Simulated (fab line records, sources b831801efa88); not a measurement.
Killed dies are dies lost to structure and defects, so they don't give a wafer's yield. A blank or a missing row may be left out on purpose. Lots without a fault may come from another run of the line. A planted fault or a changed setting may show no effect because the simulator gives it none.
fab line records | flow sfq_line
record lots=7 wafers=21 last_day=86
route steps=325 shown M7@289 I7@296
lots that met no fault: from a run of the same line without faults
start_h: hours from the record's first day to the start of the lot's first wafer shown | wait_h: hours since the lot's step before | " the same as in the row above | L1.1+2: a row that stands for several wafers | - no value, or no start given | * or withheld: withheld | < > ~ a bound
route shown NAME@n: a module of which the file shows steps, and the number in the route of the first | usual: mean/standard deviation of fault-free wafers | same: alike in all rows | chamber/n: place in a boat | sites: the reading at each site | _std_site: their standard deviation | _edge_site: outer sites' mean less inner sites' | radius_mm: how far each site lies from the wafer's centre | mask NAME#n: copy n | behind: the tool/chamber that last shaped the wafer | hold: why the lot was held/for how many hours/how that ended | device: the transistor (n, p or np) that didn't switch | end of line: the same wafers' tests at the end of the route | a step without rows: its recipe alone | killed: dies lost to structure and defects at the first sort, not the wafer's yield | map: a wafer's dies, x killed, . not, _ none there
set.NAME: the setting as run; set.NAME@STEP: as run at that earlier step | model.NAME: the simulator's own value behind a step, which no gauge read
lots at some steps of the route; a table a step, a row a wafer
services: from which hour (start_h, from the record's first day; less than 0 if before it) a tool's chamber was out of use, for how many hours, and why
## steps
# step SFQ_TRILAYER_M7_LITHO_PEB_180
# recipe peb_temp_c=115 peb_time_s=60 resist=KrF
# step SFQ_TRILAYER_M7_LITHO_DEVELOP_179
# recipe time_s=60 resist=KrF
# step SFQ_M7_OVL_MEAS_945
# usual M7_OVL=1/5.2
# columns lot.wafer tool chamber start_h wait_h M7_OVL[nm]
L519.4 overlay-02 - 1900.28 0.1 -7
L519.5 " - " " -3
L519.6 " - " " -9
L520.2 overlay-01 - 1919.22 0.1 5
L520.3 " - " " -1
L520.4 " - " " 3
L526.1 overlay-02 - 1936.12 0.1 -2
L526.2 " - " " 1
L526.3 " - " " 0
L528.1 overlay-02 - 1947.22 0.1 4
L528.5 " - " " 8
L528.6 " - " " 7
L529.1 overlay-02 - 1949.23 0.1 1
L529.3 " - " " 3
L529.4 " - " " 4
L530.2 overlay-02 - 1955.23 0.1 -6
L530.5 " - " " -9
L530.6 " - " " -9
L531.2 overlay-02 - 1958.83 0.1 -8
L531.5 " - " " -6
L531.6 " - " " -5
# step SFQ_TRILAYER_M7_BARC_OPEN_METAL_ETCH_229
# recipe mask_material=PR chemistry=O2 target_depth_nm=125 target=BARC icp_w=600 bias_w=77.27 pressure_mtorr=10 time_s=41.7
# usual chamber_pressure_mTorr=10.000/0.0084 drypump_motor_current_A=5.7/0.61 oes_product_au=0.685/0.005
# columns lot.wafer tool chamber start_h wait_h chamber_pressure_mTorr drypump_motor_current_A oes_product_au rf_hours_counter_h
L519.4 rie_metal-04 1 1900.32 0.0 10.011 5.8 0.688 -
L519.5 " 1 " " 10.008 5.8 0.686 -
L519.6 " 0 " " 10.004 4.8 0.682 -
L520.2 rie_metal-03 0 1919.25 0.0 9.996 6.6 0.683 55
L520.3 " 0 " " 9.992 6.6 0.690 -
L520.4 " 1 " " 10.004 6.1 0.692 -
L526.1 rie_metal-04 0 1936.15 0.0 9.991 4.8 0.670 137
L526.2 " 1 " " 9.993 5.7 0.687 124
L526.3 " 0 " " 10.008 4.8 0.683 -
L528.1 rie_metal-01 0 1947.25 0.0 10.002 5.3 0.680 19
L528.5 " 0 " " 10.010 5.3 0.684 -
L528.6 " 1 " " 10.000 6.2 0.690 -
L529.1 rie_metal-04 0 1949.26 0.0 9.996 4.8 0.673 138
L529.3 " 1 " " 10.005 5.8 0.690 -
L529.4 " 0 " " 10.008 4.8 0.691 -
L530.2 rie_metal-04 1 1955.26 0.0 10.007 5.8 0.687 126
L530.5 " 0 " " 9.993 4.8 0.697 -
L530.6 " 1 " " 9.992 5.8 0.683 -
L531.2 rie_metal-04 0 1958.86 0.0 10.005 4.8 0.690 139
L531.5 " 1 " " 9.993 5.8 0.685 -
L531.6 " 0 " " 9.994 4.8 0.678 -
# step SFQ_TRILAYER_M7_ETCH_METAL_ETCH_180
# recipe target=Nb stop_on=SiO2 mask_material=PR chemistry=Cl2/Ar target_depth_nm=240 icp_w=600 bias_w=80 pressure_mtorr=10 time_s=120
# usual chamber_pressure_mTorr=10.000/0.0093 drypump_motor_current_A=5.7/0.61 oes_product_au=0.894/0.0058
# columns lot.wafer tool chamber start_h wait_h chamber_pressure_mTorr drypump_motor_current_A oes_product_au rf_hours_counter_h
L519.4 rie_metal-04 1 1900.40 0.1 10.017 5.7 0.891 -
L519.5 " 1 " " 10.000 5.8 0.890 -
L519.6 " 0 " " 9.986 4.8 0.900 -
L520.2 rie_metal-03 0 1919.31 0.0 9.995 6.6 0.903 55
L520.3 " 0 " " 10.009 6.6 0.892 -
L520.4 " 1 " " 10.013 6.1 0.894 -
L526.1 rie_metal-04 0 1936.21 0.0 9.996 4.8 0.898 137
L526.2 " 1 " " 9.996 5.8 0.899 124
L526.3 " 0 " " 9.998 4.8 0.896 -
L528.1 rie_metal-01 0 1947.31 0.0 9.994 5.3 0.896 19
L528.5 " 0 " " 10.018 5.3 0.901 -
L528.6 " 1 " " 9.999 6.2 0.893 -
L529.1 rie_metal-04 0 1949.32 0.0 10.004 4.8 0.891 138
L529.3 " 1 " " 9.990 5.8 0.891 -
L529.4 " 0 " " 10.004 4.8 0.897 -
L530.2 rie_metal-04 1 1955.32 0.0 10.011 5.8 0.908 126
L530.5 " 0 " " 10.011 4.8 0.905 -
L530.6 " 1 " " 9.993 5.8 0.905 -
L531.2 rie_metal-04 0 1958.92 0.0 9.999 4.8 0.888 139
L531.5 " 1 " " 9.987 5.8 0.883 -
L531.6 " 0 " " 9.999 4.8 0.900 -
# step SFQ_TRILAYER_M7_STRIP_STRIP_181
# recipe gas=O2 power_w=200 platen_temp_c=40 overash_fraction=0.65 chemistry=O2 pressure_mtorr=50
# step SFQ_TRILAYER_M7_STRIP_SOLV_CLEAN_182
# recipe chemistry=NMP temp_c=70 time_s=600
# step SFQ_TRILAYER_I7_DEP_PECVD_183
# recipe material=SiO2 temp_c=150 time_s=111.11 pressure_torr=2.4 rf_w=183.3 precursor=SiH4/N2O target_thk_nm=500
# usual heater_power_outer_w=26/6.1 heater_power_w=80/13 throttle_valve_pct=25.1/2.5
# columns lot.wafer tool chamber start_h wait_h heater_power_outer_w heater_power_w throttle_valve_pct
L519.4 pecvd-04 2 1901.30 0.0 23 68 26.1
L519.5 " 0 " " 17 56 28.5
L519.6 " 1 " " 29 91 25.8
L520.2 pecvd-02 2 1920.21 0.0 27 87 27.3
L520.3 " 1 " " 19 70 24.5
L520.4 " 2 " " 31 92 27.2
L526.1 pecvd-04 1 1937.13 0.0 30 92 26.3
L526.2 " 0 " " 20 60 28.7
L526.3 " 2 " " 31 79 26.0
L528.1 pecvd-01 0 1948.21 0.0 22 76 19.7
L528.5 " 2 " " 37 106 23.4
L528.6 " 1 " " 29 81 24.6
L529.1 pecvd-04 0 1950.22 0.0 18 58 28.4
L529.3 " 2 " " 33 81 25.9
L529.4 " 1 " " 24 84 26.1
L530.2 pecvd-04 1 1956.24 0.0 28 89 26.1
L530.5 " 0 " " 14 52 28.5
L530.6 " 1 " " 28 89 26.0
L531.2 pecvd-02 1 1959.82 0.0 22 72 24.6
L531.5 " 1 " " 25 76 24.7
L531.6 " 2 " " 32 97 27.4
# step SFQ_TRILAYER_I7_CMP_CMP_184
# recipe material=SiO2 down_force_psi=3 platen_rpm=60 pad_velocity_m_s=0.94248
# step SFQ_I7_BOW_MEAS_946
# recipe mode=bow
# usual I7_BOW=4/11
# columns lot.wafer tool chamber start_h wait_h I7_BOW[um]
L519.4 film_metro-03 - 1904.40 2.1 -1
L519.5 " - " " 9
L519.6 " - " " 3
L520.2 film_metro-04 - 1923.31 2.0 -19
L520.3 " - " " -17
L520.4 " - " " -16
L526.1 film_metro-02 - 1940.21 2.0 -3
L526.2 " - " " 20
L526.3 " - " " 2
L528.1 film_metro-04 - 1951.29 2.0 6
L528.5 " - " " 6
L528.6 " - " " 5
L529.1 film_metro-02 - 1954.29 1.0 -8
L529.3 " - " " 2
L529.4 " - " " 11
L530.2 film_metro-02 - 1959.34 2.0 -2
L530.5 " - " " -3
L530.6 " - " " -6
L531.2 film_metro-02 - 1962.92 2.0 -8
L531.5 " - " " 1
L531.6 " - " " -8
# step SFQ_TRILAYER_I7_METRO_MEASURE_185
# usual thk_nm=200.0/0.94
# columns lot.wafer tool chamber start_h wait_h thk_nm
L519.4 film_metro-03 - 1905.06 0.6 200.4
L519.5 " - " " 201.0
L519.6 " - " " 200.3
L520.2 film_metro-04 - 1923.61 0.3 200.3
L520.3 " - " " 200.0
L520.4 " - " " 199.9
L526.1 film_metro-02 - 1940.33 0.1 201.9
L526.2 " - " " 200.6
L526.3 " - " " 200.7
L528.1 film_metro-04 - 1951.41 0.1 199.5
L528.5 " - " " 200.1
L528.6 " - " " 199.4
L529.1 film_metro-02 - 1954.41 0.1 200.2
L529.3 " - " " 200.8
L529.4 " - " " 199.3
L530.2 film_metro-02 - 1959.64 0.3 200.8
L530.5 " - " " 200.7
L530.6 " - " " 199.5
L531.2 film_metro-02 - 1963.22 0.3 198.7
L531.5 " - " " 201.0
L531.6 " - " " 200.8
# step SFQ_TRILAYER_I7_VIA_LITHO_COAT_192
# recipe resist=BARC spin_rpm=2952 resist_thk_nm=62
# step SFQ_TRILAYER_I7_VIA_LITHO_COAT_187
# recipe resist=KrF spin_rpm=3000 resist_thk_nm=650
# usual dispense_pressure_kPa=50.2/1.8 spin_speed_rpm=3000.3/2
# columns lot.wafer tool chamber start_h wait_h dispense_pressure_kPa spin_speed_rpm model.KrF_of_TRILAYER_I7_VIA_LITHO_COAT_187.thk_nm
L519.4 litho_track-01 0 1906.11 0.2 48.2 3000.8 650.7
L519.5 " 0 " " 48.3 3000.2 650
L519.6 " 0 " " 48.2 3001.7 650.6
L520.2 litho_track-02 0 1924.96 0.2 52.2 3002.5 647.8
L520.3 " 0 " " 52.2 2997.2 645.9
L520.4 " 0 " " 52.2 3000.0 646
L526.1 litho_track-01 0 1941.83 0.2 48.2 2651.0 691.2
L526.2 " 0 " " 48.2 2650.2 691.4
L526.3 " 0 " " 48.2 2647.7 692.5
L528.1 litho_track-01 0 1952.91 0.2 48.3 2647.4 690.3
L528.5 " 0 " " 48.2 2647.7 691
L528.6 " 0 " " 48.2 2648.9 691.6
L529.1 litho_track-02 0 1955.91 0.2 52.2 2998.2 649.1
L529.3 " 0 " " 52.2 3001.9 649.3
L529.4 " 0 " " 52.2 3000.2 648.5
L530.2 litho_track-02 0 1960.99 0.2 52.2 3001.6 646.4
L530.5 " 0 " " 52.1 3004.1 647.9
L530.6 " 0 " " 52.2 3003.0 645.3
L531.2 litho_track-01 0 1964.57 0.2 48.2 2651.1 692
L531.5 " 0 " " 48.2 2648.9 691.4
L531.6 " 0 " " 48.2 2650.6 691.6
# step SFQ_TRILAYER_I7_VIA_LITHO_SOFTBAKE_191
# recipe temp_c=withheld time_s=withheld resist=KrF
# step SFQ_TRILAYER_I7_VIA_LITHO_EXPOSE_188
# recipe mask_id=I7 na=0.6 source_shape=conventional sigma_outer=0.65 target_cd_nm=1000 dose_mj=21.3
# step SFQ_TRILAYER_I7_VIA_LITHO_PEB_190
# recipe peb_temp_c=115 peb_time_s=60 resist=KrF
# step SFQ_TRILAYER_I7_VIA_LITHO_DEVELOP_189
# recipe time_s=60 resist=KrF
# step SFQ_I7_OVL_MEAS_947
# usual I7_OVL=1/5.4
# columns lot.wafer tool chamber start_h wait_h I7_OVL[nm]
L519.4 overlay-01 - 1908.43 0.1 3
L519.5 " - " " -5
L519.6 " - " " 6
L520.2 overlay-02 - 1928.92 0.1 4
L520.3 " - " " 11
L520.4 " - " " 0
L526.1 overlay-02 - 2030.74 0.1 4
L526.2 " - " " 9
L526.3 " - " " 7
L528.1 overlay-01 - 2040.59 0.1 -4
L528.5 " - " " -8
L528.6 " - " " -8
L529.1 overlay-02 - 2042.99 0.1 2
L529.3 " - " " 5
L529.4 " - " " 1
L530.2 overlay-01 - 2045.39 0.1 6
L530.5 " - " " 2
L530.6 " - " " 11
L531.2 overlay-02 - 2047.96 0.1 4
L531.5 " - " " 4
L531.6 " - " " 7
# step SFQ_TRILAYER_I7_VIA_BARC_OPEN_VIA_ETCH_260
# recipe mask_material=PR chemistry=O2 target_depth_nm=125 target=BARC source_w=500 bias_w=80 pressure_mtorr=30 time_s=41.7
# usual chamber_pressure_mTorr=30.00/0.032 drypump_motor_current_A=6.1/0.35 oes_product_au=0.687/0.0045
# columns lot.wafer tool chamber start_h wait_h chamber_pressure_mTorr drypump_motor_current_A oes_product_au rf_hours_counter_h
L519.4 rie_diel-04 1 1908.47 0.0 30.03 5.5 0.694 -
L519.5 " 0 " " 30.04 6.2 0.685 -
L519.6 " 3 " " 29.99 5.9 0.687 -
L520.2 rie_diel-03 2 1928.95 0.0 29.95 5.8 0.691 16
L520.3 " 1 " " 30.04 6.2 0.685 3
L520.4 " 3 " " 29.96 6.3 0.695 20
L526.1 rie_diel-04 0 2030.77 0.0 29.96 6.2 0.680 19
L526.2 " 1 " " 30.00 5.5 0.686 0
L526.3 " 2 " " 29.98 5.9 0.687 3
L528.1 rie_diel-01 0 2040.62 0.0 29.95 6.7 0.689 17
L528.5 " 1 " " 29.95 6.4 0.681 -
L528.6 " 0 " " 29.97 6.7 0.681 -
L529.1 rie_diel-03 0 2043.02 0.0 29.95 6.1 0.695 5
L529.3 " 2 " " 29.99 5.8 0.684 17
L529.4 " 1 " " 30.02 6.2 0.687 5
L530.2 rie_diel-01 3 2045.42 0.0 30.05 5.8 0.696 3
L530.5 " 2 " " 30.05 5.5 0.688 -
L530.6 " 3 " " 30.04 5.8 0.691 -
L531.2 rie_diel-03 2 2047.99 0.0 29.99 5.8 0.679 17
L531.5 " 2 " " 30.03 5.8 0.684 -
L531.6 " 1 " " 29.97 6.2 0.682 -
# step SFQ_TRILAYER_I7_VIA_ETCH_VIA_ETCH_190
# recipe target=SiO2 stop_on=Nb mask_material=PR taper_deg=20 chemistry=CHF3 target_depth_nm=260 source_w=500 bias_w=80 pressure_mtorr=30 time_s=withheld
# usual chamber_pressure_mTorr=29.999/0.024 drypump_motor_current_A=6.0/0.35 oes_product_au=0.854/0.0051
# columns lot.wafer tool chamber start_h wait_h chamber_pressure_mTorr drypump_motor_current_A oes_product_au model.KrF_of_TRILAYER_I7_VIA_LITHO_COAT_187.thk_nm
L519.4 rie_diel-04 1 1908.55 0.1 29.986 5.5 0.861 529
L519.5 " 0 " " 30.006 6.2 0.856 527.7
L519.6 " 3 " " 30.018 5.9 0.862 528.6
L520.2 rie_diel-03 2 1928.99 0.0 29.991 5.8 0.849 525.8
L520.3 " 1 " " 29.956 6.2 0.851 524.5
L520.4 " 3 " " 30.016 6.3 0.855 524.1
L526.1 rie_diel-04 0 2030.81 0.0 30.028 6.2 0.852 569.3
L526.2 " 1 " " 29.980 5.4 0.855 569
L526.3 " 2 " " 30.002 5.9 0.854 570.3
L528.1 rie_diel-01 0 2040.66 0.0 29.968 6.7 0.854 568
L528.5 " 1 " " 30.000 6.3 0.849 571.2
L528.6 " 0 " " 30.040 6.7 0.856 569
L529.1 rie_diel-03 0 2043.06 0.0 29.956 6.1 0.856 527.5
L529.3 " 2 " " 30.037 5.8 0.858 527
L529.4 " 1 " " 30.020 6.2 0.852 527.5
L530.2 rie_diel-01 3 2045.46 0.0 30.002 5.8 0.850 525.8
L530.5 " 2 " " 30.034 5.5 0.865 527.2
L530.6 " 3 " " 30.013 5.8 0.856 525.1
L531.2 rie_diel-03 2 2048.03 0.0 30.006 5.8 0.846 570.8
L531.5 " 2 " " 29.963 5.9 0.854 570
L531.6 " 1 " " 29.978 6.2 0.868 571.3
# step SFQ_TRILAYER_I7_VIA_STRIP_STRIP_191
# recipe gas=O2 power_w=200 platen_temp_c=40 overash_fraction=0.65 chemistry=O2 pressure_mtorr=50
## services
# columns tool chamber start_h hours kind
rie_diel-01 - 1882.72 0.3 repair
rie_diel-03 - 1887.64 0.6 repair
rie_diel-04 3 1893.49 14.4 repair
film_metro-04 - 1895.01 0.5 pm
film_metro-04 - 1895.50 0.4 pm
rie_diel-01 0 1897.74 16.8 repair
rie_diel-04 2 1907.70 5.7 repair
rie_metal-03 - 1915.13 1.9 repair
pecvd-02 - 1929.53 1.1 repair
film_metro-04 - 1931.58 2.3 pm
rie_diel-04 1 1936.73 22.7 repair
film_metro-02 - 1955.61 0.8 pm
rie_diel-01 - 1956.08 0.6 repair
rie_diel-04 1 1965.04 4.8 repair
film_metro-02 - 1970.10 1.1 pm
rie_diel-04 1 1972.97 2.8 repair
pecvd-04 - 1980.71 1.0 repair
film_metro-04 - 1981.34 1.7 pm
rie_metal-01 - 1984.82 0.5 repair
rie_diel-04 0 1987.26 22.9 repair
rie_diel-04 3 1999.65 1.9 repair
rie_diel-04 - 2010.20 0.8 repair
rie_diel-03 - 2013.54 1.3 repair
film_metro-02 - 2047.70 1.6 pm
## key
first_sign step=SFQ_TRILAYER_I7_VIA_LITHO_COAT_187 reading=spin_speed_rpm direction=down sigmas=99+ usual=3000.3 struck=2649.3
effect none on later readings
model_effect step=SFQ_TRILAYER_I7_VIA_LITHO_COAT_187 value=KrF_of_TRILAYER_I7_VIA_LITHO_COAT_187.thk_nm without=649.8 struck=691.5
model_effect step=SFQ_TRILAYER_I7_VIA_ETCH_VIA_ETCH_190 value=KrF_of_TRILAYER_I7_VIA_LITHO_COAT_187.thk_nm without=528.2 struck=569.9
met_at SFQ_TRILAYER_I7_VIA_LITHO_COAT_187
struck_wafers L526.1,L526.2,L526.3,L528.1,L528.5,L528.6,L531.2,L531.5,L531.6
onset_between 1906.11 1941.83
fault kind=process_parameter_drift tool=litho_track-01 chamber=- onset_h=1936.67 steps=SFQ_TRILAYER_I7_VIA_LITHO_COAT_187 channel=spin_rpm offset=-350.73 shape=step end_h=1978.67 acts_in=these_recipes_only stated=3000
